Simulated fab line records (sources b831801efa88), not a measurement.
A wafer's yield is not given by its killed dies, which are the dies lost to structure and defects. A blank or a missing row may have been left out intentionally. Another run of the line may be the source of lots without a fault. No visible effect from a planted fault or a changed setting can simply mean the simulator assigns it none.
What tool caused it? || flow sky130 || Sampling: 11 lots, 33 wafers, 7 of 708 route steps

== WHAT EACH GAUGE READ, for each wafer ==
SKY_FIELD_ISO_THK_MEAS_02.
{"lot": "L178", "measured": "day 1 16:40", "on": "film-metro-04", "FIELD_ISO_OXIDATION_00_THK (nm)": "11.72 11.97 12.11"}
{"lot": "L181", "measured": "day 2 07:59", "on": "film-metro-04", "FIELD_ISO_OXIDATION_00_THK (nm)": "12.39 12.18 12.30"}
{"lot": "L183", "measured": "day 2 18:08", "on": "film-metro-04", "FIELD_ISO_OXIDATION_00_THK (nm)": "11.63 11.87 11.83"}
{"lot": "L190", "measured": "day 4 06:35", "on": "film-metro-02", "FIELD_ISO_OXIDATION_00_THK (nm)": "12.40 12.61 12.42"}
{"lot": "L191", "measured": "day 4 12:44", "on": "film-metro-01", "FIELD_ISO_OXIDATION_00_THK (nm)": "11.92 11.87 11.91"}
{"lot": "L192", "measured": "day 4 15:40", "on": "film-metro-01", "FIELD_ISO_OXIDATION_00_THK (nm)": "12.36 11.83 11.92"}
{"lot": "L193", "measured": "day 4 19:38", "on": "film-metro-01", "FIELD_ISO_OXIDATION_00_THK (nm)": "12.17 11.90 12.34"}
{"lot": "L197", "measured": "day 5 16:05", "on": "film-metro-02", "FIELD_ISO_OXIDATION_00_THK (nm)": "11.89 12.13 11.95"}
{"lot": "L198", "measured": "day 5 23:01", "on": "film-metro-04", "FIELD_ISO_OXIDATION_00_THK (nm)": "11.75 11.86 11.77"}
{"lot": "L199", "measured": "day 6 02:03", "on": "film-metro-02", "FIELD_ISO_OXIDATION_00_THK (nm)": "11.82 11.76 11.75"}
{"lot": "L200", "measured": "day 6 07:50", "on": "film-metro-01", "FIELD_ISO_OXIDATION_00_THK (nm)": "12.26 12.08 12.32"}

SKY_FIELD_ISO_CD_MEAS_13 targets a cd of 150 nm.
{"lot": "L178", "measured": "day 2 09:52", "on": "cd-sem-02", "cd-nm (nm)": "147.4 149.5 146.9"}
{"lot": "L181", "measured": "day 3 02:15", "on": "cd-sem-01", "cd-nm (nm)": "148.3 149.9 150.5"}
{"lot": "L183", "measured": "day 3 12:04", "on": "cd-sem-02", "cd-nm (nm)": "151.4 150.3 152.4"}
{"lot": "L190", "measured": "day 5 01:32", "on": "cd-sem-02", "cd-nm (nm)": "148.2 149.7 149.3"}
{"lot": "L191", "measured": "day 5 11:09", "on": "cd-sem-01", "cd-nm (nm)": "151.5 149.9 151.8"}
{"lot": "L192", "measured": "day 5 12:46", "on": "cd-sem-01", "cd-nm (nm)": "147.5 146.7 147.2"}
{"lot": "L193", "measured": "day 5 16:17", "on": "cd-sem-02", "cd-nm (nm)": "148.3 148.2 149.1"}
{"lot": "L197", "measured": "day 6 12:32", "on": "cd-sem-02", "cd-nm (nm)": "150.2 149.7 150.3"}
{"lot": "L198", "measured": "day 6 20:19", "on": "cd-sem-01", "cd-nm (nm)": "152.9 152.4 152.4"}
{"lot": "L199", "measured": "day 6 23:15", "on": "cd-sem-01", "cd-nm (nm)": "147.2 147.7 147.8"}
{"lot": "L200", "measured": "day 7 04:41", "on": "cd-sem-02", "cd-nm (nm)": "152.3 151.9 153.5"}

SKY_PWDE_TW_MEAS_10.
{"lot": "L178", "measured": "day 4 02:14", "on": "film-metro-02", "PWDE_TW": "369 368 369"}
{"lot": "L181", "measured": "day 4 18:08", "on": "film-metro-03", "PWDE_TW": "368 366 365"}
{"lot": "L183", "measured": "day 5 04:16", "on": "film-metro-02", "PWDE_TW": "366 368 367"}
{"lot": "L190", "measured": "day 6 21:52", "on": "film-metro-03", "PWDE_TW": "1107 1103 1106"}
{"lot": "L191", "measured": "day 7 07:23", "on": "film-metro-04", "PWDE_TW": "1142 1143 1135"}
{"lot": "L192", "measured": "day 7 11:53", "on": "film-metro-02", "PWDE_TW": "1115 1120 1106"}
{"lot": "L193", "measured": "day 7 16:31", "on": "film-metro-02", "PWDE_TW": "368 366 366"}
{"lot": "L197", "measured": "day 8 18:31", "on": "film-metro-02", "PWDE_TW": "370 371 369"}
{"lot": "L198", "measured": "day 8 23:19", "on": "film-metro-03", "PWDE_TW": "366 364 366"}
{"lot": "L199", "measured": "day 9 03:07", "on": "film-metro-03", "PWDE_TW": "367 367 366"}
{"lot": "L200", "measured": "day 9 06:20", "on": "film-metro-02", "PWDE_TW": "369 370 368"}

SKY_NWELL_TW_MEAS_15.
{"lot": "L178", "measured": "day 4 18:47", "on": "film-metro-03", "NWELL_TW": "1786 1797 1785"}
{"lot": "L181", "measured": "day 5 12:59", "on": "film-metro-02", "NWELL_TW": "1813 1799 1797"}
{"lot": "L183", "measured": "day 5 23:10", "on": "film-metro-02", "NWELL_TW": "1797 1788 1791"}
{"lot": "L190", "measured": "day 7 18:16", "on": "film-metro-03", "NWELL_TW": "1903 1907 1907"}
{"lot": "L191", "measured": "day 8 04:40", "on": "film-metro-03", "NWELL_TW": "1912 1908 1909"}
{"lot": "L192", "measured": "day 8 08:32", "on": "film-metro-03", "NWELL_TW": "1917 1914 1916"}
{"lot": "L193", "measured": "day 8 14:04", "on": "film-metro-04", "NWELL_TW": "1854 1861 1843"}
{"lot": "L197", "measured": "day 9 17:34", "on": "film-metro-04", "NWELL_TW": "1853 1842 1853"}
{"lot": "L198", "measured": "day 9 23:11", "on": "film-metro-04", "NWELL_TW": "1856 1858 1847"}
{"lot": "L199", "measured": "day 10 02:37", "on": "film-metro-04", "NWELL_TW": "1846 1842 1839"}
{"lot": "L200", "measured": "day 10 04:19", "on": "film-metro-04", "NWELL_TW": "1836 1847 1842"}

SKY_NWELL_TW_MEAS_26.
{"lot": "L178", "measured": "day 5 13:23", "on": "film-metro-03", "NWELL_2_TW": "492 491 493"}
{"lot": "L181", "measured": "day 6 07:49", "on": "film-metro-02", "NWELL_2_TW": "485 489 489"}
{"lot": "L183", "measured": "day 6 18:52", "on": "film-metro-03", "NWELL_2_TW": "486 489 489"}
{"lot": "L190", "measured": "day 8 15:34", "on": "film-metro-02", "NWELL_2_TW": "1125 1130 1123"}
{"lot": "L191", "measured": "day 9 02:14", "on": "film-metro-04", "NWELL_2_TW": "1166 1166 1160"}
{"lot": "L192", "measured": "day 9 06:29", "on": "film-metro-04", "NWELL_2_TW": "1160 1160 1164"}
{"lot": "L193", "measured": "day 9 12:28", "on": "film-metro-02", "NWELL_2_TW": "491 492 494"}
{"lot": "L197", "measured": "day 10 15:40", "on": "film-metro-03", "NWELL_2_TW": "487 489 491"}
{"lot": "L198", "measured": "day 10 21:55", "on": "film-metro-03", "NWELL_2_TW": "488 492 491"}
{"lot": "L199", "measured": "day 11 01:35", "on": "film-metro-02", "NWELL_2_TW": "486 488 485"}
{"lot": "L200", "measured": "day 11 03:11", "on": "film-metro-03", "NWELL_2_TW": "490 492 493"}

== WHICH TOOL RAN EACH LOT (tool, then ch and the chambers of the sampled wafers, then the start) ==
{"lot": "L178", "SKY_FIELD_ISO_CMP_27": "cmp-01 ch 0,3, day 2 15:17", "SKY_DNWELL_COAT_02": "litho-track-04 ch 0, day 3 01:19"}
{"lot": "L181", "SKY_FIELD_ISO_CMP_27": "cmp-01 ch 0,1,3, day 3 07:22", "SKY_DNWELL_COAT_02": "litho-track-02 ch 0, day 3 17:51"}
{"lot": "L183", "SKY_FIELD_ISO_CMP_27": "cmp-02 ch 1,2, day 3 15:41", "SKY_DNWELL_COAT_02": "litho-track-02 ch 0, day 4 02:41"}
{"lot": "L190", "SKY_FIELD_ISO_CMP_27": "cmp-01 ch 0,1,2, day 5 05:08", "SKY_DNWELL_COAT_02": "litho-track-03, day 5 16:40"}
{"lot": "L191", "SKY_FIELD_ISO_CMP_27": "cmp-01 ch 1,2,3, day 5 14:46", "SKY_DNWELL_COAT_02": "litho-track-03, day 6 02:14"}
{"lot": "L192", "SKY_FIELD_ISO_CMP_27": "cmp-02 ch 0,3, day 5 16:16", "SKY_DNWELL_COAT_02": "litho-track-02, day 6 05:32"}
{"lot": "L193", "SKY_FIELD_ISO_CMP_27": "cmp-02 ch 0,2,3, day 5 21:41", "SKY_DNWELL_COAT_02": "litho-track-02 ch 0, day 6 10:53"}
{"lot": "L197", "SKY_FIELD_ISO_CMP_27": "cmp-02 ch 1,2,3, day 6 21:54", "SKY_DNWELL_COAT_02": "litho-track-03 ch 0, day 7 11:10"}
{"lot": "L198", "SKY_FIELD_ISO_CMP_27": "cmp-01 ch 0,1, day 7 03:28", "SKY_DNWELL_COAT_02": "litho-track-03 ch 0, day 7 15:19"}
{"lot": "L199", "SKY_FIELD_ISO_CMP_27": "cmp-01 ch 0,1,3, day 7 05:49", "SKY_DNWELL_COAT_02": "litho-track-04 ch 0, day 7 18:33"}
{"lot": "L200", "SKY_FIELD_ISO_CMP_27": "cmp-02 ch 2,3, day 7 09:44", "SKY_DNWELL_COAT_02": "litho-track-03 ch 0, day 7 21:50"}
- SKY_FIELD_ISO_CMP_27: polishes, stops on Si3N4, t overpolish 16 s, target thk 457.8 nm.
- SKY_DNWELL_COAT_02: resist thk 3000 nm.

== AS READ BY THE TOOLS THEMSELVES (means over the sampled wafers that have a number; for cases with no such wafer, the mark the record gives instead) ==
SKY_FIELD_ISO_CMP_27.
{"lot": "L178", "tool": "cmp-01", "head-pressure-psi (psi)": 4.001, "motor-current-A (A)": 13.0, "overpolish-run-s (s)": 16.002, "slurry-flow-ml-min": 150.2, "time-to-endpoint-s (s)": 115}
{"lot": "L181", "tool": "cmp-01", "head-pressure-psi (psi)": 3.995, "motor-current-A (A)": 12.6, "overpolish-run-s (s)": 15.985, "slurry-flow-ml-min": 150.3, "time-to-endpoint-s (s)": 117}
{"lot": "L183", "tool": "cmp-02", "head-pressure-psi (psi)": 4.003, "motor-current-A (A)": 13.2, "overpolish-run-s (s)": 16.001, "slurry-flow-ml-min": 150.2, "time-to-endpoint-s (s)": 110}
{"lot": "L190", "tool": "cmp-01", "head-pressure-psi (psi)": 3.989, "motor-current-A (A)": 12.7, "overpolish-run-s (s)": 16.005, "slurry-flow-ml-min": 149.9, "time-to-endpoint-s (s)": 115}
{"lot": "L191", "tool": "cmp-01", "head-pressure-psi (psi)": 3.996, "motor-current-A (A)": 12.8, "overpolish-run-s (s)": 16.007, "slurry-flow-ml-min": 149.7, "time-to-endpoint-s (s)": 115}
{"lot": "L192", "tool": "cmp-02", "head-pressure-psi (psi)": 3.996, "motor-current-A (A)": 11.5, "overpolish-run-s (s)": 15.999, "slurry-flow-ml-min": 150.2, "time-to-endpoint-s (s)": 109}
{"lot": "L193", "tool": "cmp-02", "head-pressure-psi (psi)": 3.999, "motor-current-A (A)": 11.6, "overpolish-run-s (s)": 16.005, "slurry-flow-ml-min": 150.2, "time-to-endpoint-s (s)": 110}
{"lot": "L197", "tool": "cmp-02", "head-pressure-psi (psi)": 3.990, "motor-current-A (A)": 11.6, "overpolish-run-s (s)": 16.006, "slurry-flow-ml-min": 149.9, "time-to-endpoint-s (s)": 109}
{"lot": "L198", "tool": "cmp-01", "head-pressure-psi (psi)": 4.000, "motor-current-A (A)": 12.7, "overpolish-run-s (s)": 16.004, "slurry-flow-ml-min": 150.2, "time-to-endpoint-s (s)": 120}
{"lot": "L199", "tool": "cmp-01", "head-pressure-psi (psi)": 3.999, "motor-current-A (A)": 12.7, "overpolish-run-s (s)": 16.002, "slurry-flow-ml-min": 149.8, "time-to-endpoint-s (s)": 115}
{"lot": "L200", "tool": "cmp-02", "head-pressure-psi (psi)": 3.999, "motor-current-A (A)": 11.8, "overpolish-run-s (s)": 15.999, "slurry-flow-ml-min": 149.3, "time-to-endpoint-s (s)": 109}

SKY_DNWELL_COAT_02.
{"lot": "L178", "tool": "litho-track-04", "chill-plate-temp-C (C)": 22.97, "dispense-pressure-kPa (kPa)": 44.4, "resist-line-temp-C (C)": 23.02}
{"lot": "L181", "tool": "litho-track-02", "chill-plate-temp-C (C)": 23.05, "dispense-pressure-kPa (kPa)": 49.7, "resist-line-temp-C (C)": 23.00}
{"lot": "L183", "tool": "litho-track-02", "chill-plate-temp-C (C)": 22.84, "dispense-pressure-kPa (kPa)": 49.8, "resist-line-temp-C (C)": 22.99}
{"lot": "L190", "tool": "litho-track-03", "chill-plate-temp-C (C)": "-", "dispense-pressure-kPa (kPa)": "-", "resist-line-temp-C (C)": "-"}
{"lot": "L191", "tool": "litho-track-03", "chill-plate-temp-C (C)": "-", "dispense-pressure-kPa (kPa)": "-", "resist-line-temp-C (C)": "-"}
{"lot": "L192", "tool": "litho-track-02", "chill-plate-temp-C (C)": "-", "dispense-pressure-kPa (kPa)": "-", "resist-line-temp-C (C)": "-"}
{"lot": "L193", "tool": "litho-track-02", "chill-plate-temp-C (C)": 23.10, "dispense-pressure-kPa (kPa)": 49.7, "resist-line-temp-C (C)": 23.04}
{"lot": "L197", "tool": "litho-track-03", "chill-plate-temp-C (C)": 22.99, "dispense-pressure-kPa (kPa)": 49.0, "resist-line-temp-C (C)": 23.00}
{"lot": "L198", "tool": "litho-track-03", "chill-plate-temp-C (C)": 22.95, "dispense-pressure-kPa (kPa)": 48.9, "resist-line-temp-C (C)": 22.97}
{"lot": "L199", "tool": "litho-track-04", "chill-plate-temp-C (C)": 23.02, "dispense-pressure-kPa (kPa)": 44.5, "resist-line-temp-C (C)": 22.96}
{"lot": "L200", "tool": "litho-track-03", "chill-plate-temp-C (C)": 23.01, "dispense-pressure-kPa (kPa)": 48.9, "resist-line-temp-C (C)": 22.95}

== THE ANSWER, worked out from the rows above alone ==
Rule: usual is defined by the lots themselves. Put in order of their means at a reading, lots are off if they are a third of the lots or fewer, leave a main group of 4 or more, and stand apart from it by a gap of 3 or more times the standard deviation of the main group's means; of several such gaps the widest counts. If all means in a main group match to the digits the tables above print for the reading, that group is not used. Also off: a lot with no number at a reading for which 4 or more lots have one. All remaining lots with rows at the step are treated as sound. After the gauges, taken in route order, come the tools' own readings; for these a lot's mean is taken, as printed above. At the first step where some lot is off, the reading lying furthest off is the one used; lots without a number count as furthest.
Off: L190, L191, L192, at SKY_PWDE_TW_MEAS_10 (PWDE_TW). Main group: mean 367, sd 1.5.
If a tool, at a process step before that reading, ran all the lots that are off and no sound lot after the first of them, it fits. Not tried: the gauges at SKY_PWDE_TW_MEAS_10; whatever is off there is also off at SKY_DNWELL_COAT_02, on other tools, and gauge error can't account for it. No candidate that was tried fits.

== WHAT THE SIMULATOR HAD PUT IN ==
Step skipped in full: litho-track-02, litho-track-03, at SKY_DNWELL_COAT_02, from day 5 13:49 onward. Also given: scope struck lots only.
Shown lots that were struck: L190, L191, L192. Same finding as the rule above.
